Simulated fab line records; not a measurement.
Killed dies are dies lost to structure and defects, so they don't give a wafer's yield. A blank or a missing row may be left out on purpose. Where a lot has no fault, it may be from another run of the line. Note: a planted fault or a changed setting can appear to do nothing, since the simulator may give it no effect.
Which tool is to blame? :: flow sky130 :: 10 lots, 30 wafers sampled, at 5 steps of a route of 708

WHAT THE GAUGES SHOWED, per wafer
SKY_METAL2_THK_MEAS_06: measures by xrf.
lot: L698
measured: day 34 15:37
on: film metro-03
METAL2_ALCU_THK (nm): 254 258 257

lot: L701
measured: day 35 22:08
on: film metro-01
METAL2_ALCU_THK (nm): 258 257 256

lot: L709
measured: day 38 01:34
on: film metro-01
METAL2_ALCU_THK (nm): 243 240 240 240 241 240

lot: L711
measured: day 38 13:18
on: film metro-03
METAL2_ALCU_THK (nm): 239 240 241 240 242 241

lot: L712
measured: day 39 22:21
on: film metro-03
METAL2_ALCU_THK (nm): 257 250 254

lot: L714
measured: day 39 23:56
on: film metro-03
METAL2_ALCU_THK (nm): 256 250 252

lot: L715
measured: day 40 02:49
on: film metro-01
METAL2_ALCU_THK (nm): 256 257 253

lot: L716
measured: day 40 04:50
on: film metro-01
METAL2_ALCU_THK (nm): 261 253 258

lot: L717
measured: day 40 09:28
on: film metro-02
METAL2_ALCU_THK (nm): 255 257 260

lot: L719
measured: day 40 21:18
on: film metro-03
METAL2_ALCU_THK (nm): 259 255 255

EACH LOT AND THE TOOL THAT RAN IT (in order: tool; ch and the chambers of the sampled wafers; start)
lot: L698
SKY_VIA1_STRIP_16: plasma asher-02 ch 0,1, day 34 14:08
SKY_VIA1_CMP_24: cmp-01 ch 0,1,3, day 34 15:05
SKY_METAL2_SPUTTER_01: pvd sputter-01, day 34 15:22
SKY_METAL2_SPUTTER_04: pvd sputter-01, day 34 15:25

lot: L701
SKY_VIA1_STRIP_16: plasma asher-04 ch 0,1, day 35 20:36
SKY_VIA1_CMP_24: cmp-01 ch 0,1,2, day 35 21:37
SKY_METAL2_SPUTTER_01: pvd sputter-02, day 35 21:53
SKY_METAL2_SPUTTER_04: pvd sputter-02, day 35 21:57

lot: L709
SKY_VIA1_STRIP_16: plasma asher-02 ch 0,1, day 37 19:11
SKY_VIA1_CMP_24: cmp-01 ch 0,2,3, day 37 20:11
SKY_METAL2_SPUTTER_01: pvd sputter-02, day 37 20:28
SKY_METAL2_SPUTTER_04: pvd sputter-02, day 37 20:32

lot: L711
SKY_VIA1_STRIP_16: plasma asher-01 ch 1, day 38 09:48
SKY_VIA1_CMP_24: cmp-02 ch 1,2, day 38 10:46
SKY_METAL2_SPUTTER_01: pvd sputter-02, day 38 11:05
SKY_METAL2_SPUTTER_04: pvd sputter-02, day 38 11:09

lot: L712
SKY_VIA1_STRIP_16: plasma asher-04 ch 0,1, day 39 20:52
SKY_VIA1_CMP_24: cmp-02 ch 0,2,3, day 39 21:50
SKY_METAL2_SPUTTER_01: pvd sputter-03, day 39 22:07
SKY_METAL2_SPUTTER_04: pvd sputter-03, day 39 22:11

lot: L714
SKY_VIA1_STRIP_16: plasma asher-02 ch 0,1, day 39 22:27
SKY_VIA1_CMP_24: cmp-02 ch 1,2,3, day 39 23:29
SKY_METAL2_SPUTTER_01: pvd sputter-01, day 39 23:40
SKY_METAL2_SPUTTER_04: pvd sputter-01, day 39 23:44

lot: L715
SKY_VIA1_STRIP_16: plasma asher-02 ch 0,1, day 40 01:18
SKY_VIA1_CMP_24: cmp-01 ch 0,1, day 40 02:17
SKY_METAL2_SPUTTER_01: pvd sputter-03, day 40 02:33
SKY_METAL2_SPUTTER_04: pvd sputter-03, day 40 02:38

lot: L716
SKY_VIA1_STRIP_16: plasma asher-02 ch 0,1, day 40 03:22
SKY_VIA1_CMP_24: cmp-01 ch 0,1,3, day 40 04:20
SKY_METAL2_SPUTTER_01: pvd sputter-01, day 40 04:37
SKY_METAL2_SPUTTER_04: pvd sputter-01, day 40 04:41

lot: L717
SKY_VIA1_STRIP_16: plasma asher-01 ch 0,1, day 40 07:59
SKY_VIA1_CMP_24: cmp-02 ch 0,1, day 40 08:53
SKY_METAL2_SPUTTER_01: pvd sputter-01, day 40 09:13
SKY_METAL2_SPUTTER_04: pvd sputter-01, day 40 09:17

lot: L719
SKY_VIA1_STRIP_16: plasma asher-02 ch 0,1, day 40 19:46
SKY_VIA1_CMP_24: cmp-01 ch 0,1,3, day 40 20:44
SKY_METAL2_SPUTTER_01: pvd sputter-03, day 40 21:03
SKY_METAL2_SPUTTER_04: pvd sputter-03, day 40 21:07
- SKY_VIA1_STRIP_16: strips in O2/N2.
- SKY_VIA1_CMP_24: polishes, stops on SiO2, t overpolish 15 s, target thk 0 nm.
- SKY_METAL2_SPUTTER_01: material TiN, target thk 20 nm, time 16.7 s.
- SKY_METAL2_SPUTTER_04: material TiN, target thk 70 nm, time 58.3 s.

THE ANSWER, worked out from the rows above alone
Rule: the lots themselves supply what counts as usual. The widest of any qualifying gaps counts: lots, ordered by their means at a reading, are off when they make up no more than a third of the lots, leave a main group of 4 or more, and stand apart from it by 3 or more times the standard deviation of that group's means. Not used: any main group whose means are identical at the precision the tables above print for the reading. Also off: a lot with no number at a reading for which 4 or more lots have one. The other lots that the step has rows for count as sound.
Off: L709, L711, at SKY_METAL2_THK_MEAS_06 (METAL2_ALCU_THK). Mean 256 nm and standard deviation 1.6 in the main group.
A tool fits if, at a process step before that reading, it ran every lot that is off, and no sound lot after the first of them. The gauges at SKY_METAL2_THK_MEAS_06 are tried like those tools. One fits: SKY_METAL2_SPUTTER_01 and SKY_METAL2_SPUTTER_04 on pvd sputter-02. At SKY_METAL2_SPUTTER_01 its last sound lot is L701 (day 35 21:53), its first lot that is off L709 (day 37 20:28): a fault that began between those two fits.

WHAT HAD BEEN PUT IN BY THE SIMULATOR
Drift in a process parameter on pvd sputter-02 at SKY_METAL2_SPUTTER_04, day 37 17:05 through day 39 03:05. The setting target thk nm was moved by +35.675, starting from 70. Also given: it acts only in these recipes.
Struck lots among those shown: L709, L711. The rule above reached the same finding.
